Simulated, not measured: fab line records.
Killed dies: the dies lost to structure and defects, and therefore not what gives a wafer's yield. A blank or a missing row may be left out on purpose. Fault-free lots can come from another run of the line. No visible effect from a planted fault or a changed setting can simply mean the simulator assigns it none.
What tool caused it? :: flow sky130 :: Sampling: 12 lots, 36 wafers, 5 of 708 route steps

## WHAT EACH GAUGE READ, for each wafer
SKY_VT_ADJUST_NCORE_OVL_MEAS_08. Usual: VT_ADJUST_NCORE_OVL typically reads 1.0 nm, with standard deviation 1.6.
lot: L323
measured: day 8 04:24
on: overlay-02
VT_ADJUST_NCORE_OVL (nm): 0.1 2.0 1.1
flag: 

lot: L324
measured: day 8 19:59
on: overlay-02
VT_ADJUST_NCORE_OVL (nm): 3.7 2.7 2.8
flag: 

lot: L325
measured: day 9 02:55
on: overlay-01
VT_ADJUST_NCORE_OVL (nm): 0.4 -0.4 0.8
flag: 

lot: L326
measured: day 9 07:43
on: overlay-01
VT_ADJUST_NCORE_OVL (nm): 1.6 3.0 3.1
flag: 

lot: L327
measured: day 9 14:58
on: overlay-02
VT_ADJUST_NCORE_OVL (nm): 2.2 2.9 1.3
flag: 

lot: L329
measured: day 10 15:06
on: overlay-01
VT_ADJUST_NCORE_OVL (nm): -1.2 0.8 0.2
flag: 

lot: L332
measured: day 11 07:25
on: overlay-02
VT_ADJUST_NCORE_OVL (nm): 2.6 2.5 1.1
flag: 

lot: L334
measured: day 11 17:43
on: overlay-02
VT_ADJUST_NCORE_OVL (nm): 2.7 1.9 1.6
flag: 

lot: L333
measured: day 11 18:01
on: overlay-02
VT_ADJUST_NCORE_OVL (nm): 1.5 0.0 0.8
flag: 

lot: L335
measured: day 12 02:46
on: overlay-01
VT_ADJUST_NCORE_OVL (nm): 2.2 1.9 2.4
flag: 

lot: L346
measured: day 15 14:33
on: overlay-02
VT_ADJUST_NCORE_OVL (nm): 2.4 2.1 1.5
flag: 

lot: L345
measured: day 15 16:27
on: overlay-02
VT_ADJUST_NCORE_OVL (nm): -2.3 -0.1 -2.0
flag: 

SKY_VT_ADJUST_HVTR_CD_MEAS_07: the cd target is 380 nm. Usual: cd_nm at 379.9 nm, with a standard deviation of 2.6.
lot: L323
measured: day 9 01:44
on: cd_sem-01
cd_nm (nm): 379.0 377.3 377.7
flag: 

lot: L324
measured: day 9 16:42
on: cd_sem-01
cd_nm (nm): 378.3 378.5 378.6
flag: 

lot: L325
measured: day 10 00:31
on: cd_sem-02
cd_nm (nm): 385.3 385.9 383.2
flag: 

lot: L326
measured: day 10 04:40
on: cd_sem-02
cd_nm (nm): 382.4 382.6 385.1
flag: 

lot: L327
measured: day 10 13:16
on: cd_sem-01
cd_nm (nm): 385.6 382.2 380.8
flag: 

lot: L329
measured: day 11 15:20
on: cd_sem-01
cd_nm (nm): 376.3 376.6 376.4
flag: 

lot: L332
measured: day 12 07:18
on: cd_sem-01
cd_nm (nm): 379.5 380.6 376.9
flag: 

lot: L334
measured: day 12 17:50
on: cd_sem-02
cd_nm (nm): 380.3 379.9 379.0
flag: 

lot: L333
measured: day 12 18:20
on: cd_sem-02
cd_nm (nm): 377.2 379.6 377.8
flag: 

lot: L335
measured: day 13 03:22
on: cd_sem-02
cd_nm (nm): 378.3 380.8 377.5
flag: 

lot: L346
measured: day 16 19:36
on: cd_sem-02
cd_nm (nm): 379.4 379.8 381.1
flag: 

lot: L345
measured: day 16 21:02
on: cd_sem-01
cd_nm (nm): 382.8 384.4 380.9
flag: 

SKY_SONOS_ONO_THK_MEAS_05. Usual: SONOS_ONO_CVD_04_THK typically reads 5.67 nm, with standard deviation 0.12.
lot: L323
measured: day 11 02:49
on: film_metro-03
SONOS_ONO_CVD_04_THK (nm): 5.69 5.78 5.69
flag: 

lot: L324
measured: day 12 02:41
on: film_metro-04
SONOS_ONO_CVD_04_THK (nm): 5.83 5.86 5.86
flag: 

lot: L325
measured: day 12 03:56
on: film_metro-01
SONOS_ONO_CVD_04_THK (nm): 5.70 5.63 5.69
flag: 

lot: L326
measured: day 12 11:22
on: film_metro-03
SONOS_ONO_CVD_04_THK (nm): 5.67 5.69 5.62
flag: 

lot: L327
measured: day 12 18:33
on: film_metro-01
SONOS_ONO_CVD_04_THK (nm): 5.85 5.84 5.83
flag: 

lot: L329
measured: day 14 00:43
on: film_metro-04
SONOS_ONO_CVD_04_THK (nm): 5.80 5.81 5.76
flag: 

lot: L332
measured: day 14 17:04
on: film_metro-01
SONOS_ONO_CVD_04_THK (nm): 5.68 5.66 5.67
flag: 

lot: L334
measured: day 15 01:52
on: film_metro-04
SONOS_ONO_CVD_04_THK (nm): 5.63 5.79 5.82
flag: 

lot: L333
measured: day 15 03:07
on: film_metro-01
SONOS_ONO_CVD_04_THK (nm): 5.64 5.57 5.49
flag: 

lot: L335
measured: day 15 12:02
on: film_metro-01
SONOS_ONO_CVD_04_THK (nm): 5.81 5.74 5.68
flag: 

lot: L346
measured: day 19 12:38
on: film_metro-03
SONOS_ONO_CVD_04_THK (nm): 6.32 6.36 6.40
flag: OFF

lot: L345
measured: day 19 14:30
on: film_metro-04
SONOS_ONO_CVD_04_THK (nm): 6.24 6.23 6.19
flag: OFF

## WHAT TOOL EACH LOT RAN ON (gives the tool, then ch and the chambers of the sampled wafers, and finally the start)
lot: L323
SKY_DNWELL_STRIP_08: plasma_asher-01 ch 0,1, day 3 01:08
SKY_SONOS_ONO_CVD_04: lpcvd-03 ch 1, day 11 01:34

lot: L324
SKY_DNWELL_STRIP_08: plasma_asher-01 ch 0,1, day 3 11:37
SKY_SONOS_ONO_CVD_04: lpcvd-03 ch 1, day 12 01:26

lot: L325
SKY_DNWELL_STRIP_08: plasma_asher-04 ch 0,1, day 3 16:26
SKY_SONOS_ONO_CVD_04: lpcvd-03 ch 0, day 12 02:41

lot: L326
SKY_DNWELL_STRIP_08: plasma_asher-04 ch 0,1, day 3 20:49
SKY_SONOS_ONO_CVD_04: lpcvd-03 ch 0, day 12 10:06

lot: L327
SKY_DNWELL_STRIP_08: plasma_asher-01 ch 0,1, day 4 01:20
SKY_SONOS_ONO_CVD_04: lpcvd-03 ch 0, day 12 17:17

lot: L329
SKY_DNWELL_STRIP_08: plasma_asher-03 ch 0,1, day 4 19:56
SKY_SONOS_ONO_CVD_04: lpcvd-03 ch 0, day 13 23:28

lot: L332
SKY_DNWELL_STRIP_08: plasma_asher-04 ch 0,1, day 5 07:52
SKY_SONOS_ONO_CVD_04: lpcvd-03 ch 1, day 14 15:47

lot: L334
SKY_DNWELL_STRIP_08: plasma_asher-01 ch 0,1, day 5 15:29
SKY_SONOS_ONO_CVD_04: lpcvd-03 ch 0, day 15 00:37

lot: L333
SKY_DNWELL_STRIP_08: plasma_asher-01 ch 0,1, day 5 16:53
SKY_SONOS_ONO_CVD_04: lpcvd-03 ch 0, day 15 01:52

lot: L335
SKY_DNWELL_STRIP_08: plasma_asher-04 ch 0,1, day 5 23:01
SKY_SONOS_ONO_CVD_04: lpcvd-03 ch 0, day 15 10:47

lot: L346
SKY_DNWELL_STRIP_08: plasma_asher-04 ch 0,1, day 8 14:17
SKY_SONOS_ONO_CVD_04: lpcvd-03 ch 0, day 19 10:45

lot: L345
SKY_DNWELL_STRIP_08: plasma_asher-03 ch 0,1, day 8 14:38
SKY_SONOS_ONO_CVD_04: lpcvd-03 ch 0, day 19 12:38
- SKY_DNWELL_STRIP_08: strips in O2/N2.
- SKY_SONOS_ONO_CVD_04: deposits SiO2 from SiH4/N2O, target thk 5.7199 nm.

## AS READ BY THE TOOLS THEMSELVES (means over the sampled wafers that have a number; for cases with no such wafer, the mark the record gives instead)
SKY_DNWELL_STRIP_08. Usual: drypump_motor_current_A 5.6 A, standard deviation 0.45; oes_product_au 0.722 a.u., standard deviation 0.0048; strip_time_to_endpoint_s 36.93 s, standard deviation 0.1.
lot: L323
tool: plasma_asher-01
drypump_motor_current_A (A): 5.1
oes_product_au (a.u.): 0.722
strip_time_to_endpoint_s (s): 37.00
flag: 

lot: L324
tool: plasma_asher-01
drypump_motor_current_A (A): 5.1
oes_product_au (a.u.): 0.720
strip_time_to_endpoint_s (s): 36.82
flag: 

lot: L325
tool: plasma_asher-04
drypump_motor_current_A (A): 6.0
oes_product_au (a.u.): 0.725
strip_time_to_endpoint_s (s): 36.92
flag: 

lot: L326
tool: plasma_asher-04
drypump_motor_current_A (A): 6.1
oes_product_au (a.u.): 0.724
strip_time_to_endpoint_s (s): 37.07
flag: 

lot: L327
tool: plasma_asher-01
drypump_motor_current_A (A): 5.1
oes_product_au (a.u.): 0.720
strip_time_to_endpoint_s (s): 36.98
flag: 

lot: L329
tool: plasma_asher-03
drypump_motor_current_A (A): 5.7
oes_product_au (a.u.): 0.722
strip_time_to_endpoint_s (s): 36.89
flag: 

lot: L332
tool: plasma_asher-04
drypump_motor_current_A (A): 6.0
oes_product_au (a.u.): 0.719
strip_time_to_endpoint_s (s): 36.98
flag: 

lot: L334
tool: plasma_asher-01
drypump_motor_current_A (A): 5.0
oes_product_au (a.u.): 0.720
strip_time_to_endpoint_s (s): 36.84
flag: 

lot: L333
tool: plasma_asher-01
drypump_motor_current_A (A): 5.0
oes_product_au (a.u.): 0.722
strip_time_to_endpoint_s (s): 36.97
flag: 

lot: L335
tool: plasma_asher-04
drypump_motor_current_A (A): 6.1
oes_product_au (a.u.): 0.721
strip_time_to_endpoint_s (s): 36.90
flag: 

lot: L346
tool: plasma_asher-04
drypump_motor_current_A (A): 6.1
oes_product_au (a.u.): 0.723
strip_time_to_endpoint_s (s): 36.91
flag: 

lot: L345
tool: plasma_asher-03
drypump_motor_current_A (A): 5.7
oes_product_au (a.u.): 0.721
strip_time_to_endpoint_s (s): 36.84
flag: 

SKY_SONOS_ONO_CVD_04. Usual: pressure_mtorr 400.1 mTorr, standard deviation 0.75; spike_tc_top_C 911.8 C, standard deviation 1.2; zone_power_centre_pct 21.5 %, standard deviation 0.98; zone_power_upper_pct 18.8 %, standard deviation 0.34.
lot: L323
tool: lpcvd-03
pressure_mtorr (mTorr): 399.0
spike_tc_top_C (C): 912.8
zone_power_centre_pct (%): 22.7
zone_power_upper_pct (%): 19.1
flag: 

lot: L324
tool: lpcvd-03
pressure_mtorr (mTorr): 399.4
spike_tc_top_C (C): 912.0
zone_power_centre_pct (%): 22.8
zone_power_upper_pct (%): 19.0
flag: 

lot: L325
tool: lpcvd-03
pressure_mtorr (mTorr): 400.4
spike_tc_top_C (C): 910.5
zone_power_centre_pct (%): 20.5
zone_power_upper_pct (%): 18.5
flag: 

lot: L326
tool: lpcvd-03
pressure_mtorr (mTorr): 400.2
spike_tc_top_C (C): 910.9
zone_power_centre_pct (%): 20.8
zone_power_upper_pct (%): 18.6
flag: 

lot: L327
tool: lpcvd-03
pressure_mtorr (mTorr): 399.8
spike_tc_top_C (C): 910.9
zone_power_centre_pct (%): 20.8
zone_power_upper_pct (%): 18.7
flag: 

lot: L329
tool: lpcvd-03
pressure_mtorr (mTorr): 399.3
spike_tc_top_C (C): 911.5
zone_power_centre_pct (%): 20.9
zone_power_upper_pct (%): 18.6
flag: 

lot: L332
tool: lpcvd-03
pressure_mtorr (mTorr): 400.2
spike_tc_top_C (C): 911.9
zone_power_centre_pct (%): 22.7
zone_power_upper_pct (%): 19.1
flag: 

lot: L334
tool: lpcvd-03
pressure_mtorr (mTorr): 399.1
spike_tc_top_C (C): 912.0
zone_power_centre_pct (%): 20.6
zone_power_upper_pct (%): 18.8
flag: 

lot: L333
tool: lpcvd-03
pressure_mtorr (mTorr): 401.0
spike_tc_top_C (C): 911.6
zone_power_centre_pct (%): 20.7
zone_power_upper_pct (%): 18.7
flag: 

lot: L335
tool: lpcvd-03
pressure_mtorr (mTorr): 400.6
spike_tc_top_C (C): 911.2
zone_power_centre_pct (%): 20.7
zone_power_upper_pct (%): 18.4
flag: 

lot: L346
tool: lpcvd-03
pressure_mtorr (mTorr): 480.9
spike_tc_top_C (C): 912.1
zone_power_centre_pct (%): 20.8
zone_power_upper_pct (%): 18.5
flag: OFF

lot: L345
tool: lpcvd-03
pressure_mtorr (mTorr): 480.9
spike_tc_top_C (C): 911.9
zone_power_centre_pct (%): 20.7
zone_power_upper_pct (%): 18.5
flag: OFF

## THE ANSWER, worked out from the rows above alone
Rule: lot off if the mean of its wafers having a number is beyond 3 standard deviations from the usual mean. Also off: a lot with no number at a reading for which 4 or more lots have one. Where the step has rows for the other lots, those lots are counted as sound. First the gauges in route order, then the tools' own readings, where a lot's mean is used as printed above. At the first step where some lot is off, the reading lying furthest off is the one used; lots without a number count as furthest.
Off: L346, L345, at SKY_SONOS_ONO_THK_MEAS_05 (SONOS_ONO_CVD_04_THK).
If a tool, at a process step before that reading, ran all the lots that are off and no sound lot after the first of them, it fits. Not tried: the gauges at SKY_SONOS_ONO_THK_MEAS_05; whatever is off there is also off at SKY_SONOS_ONO_CVD_04, on other tools, and gauge error can't account for it. One candidate fits, namely lpcvd-03 at SKY_SONOS_ONO_CVD_04. Its last sound lot is L335 (day 15 10:47), its first lot that is off L346 (day 19 10:45): a fault that began between those two fits.
The tool's own readings at SKY_SONOS_ONO_CVD_04 bear it out: on the lots that are off they differ by more than 5 times the standard deviation of the sound lots' means. pressure_mtorr reads 480.9 mTorr there against 399.9 mTorr on the sound lots.

## WHAT WAS PUT IN BY THE SIMULATOR
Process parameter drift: lpcvd-03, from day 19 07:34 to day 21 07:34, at SKY_SONOS_ONO_CVD_04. A move of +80 in setting pressure_mtorr, from 400.
Struck lots among those shown: L346, L345. The same result came from the rule above.
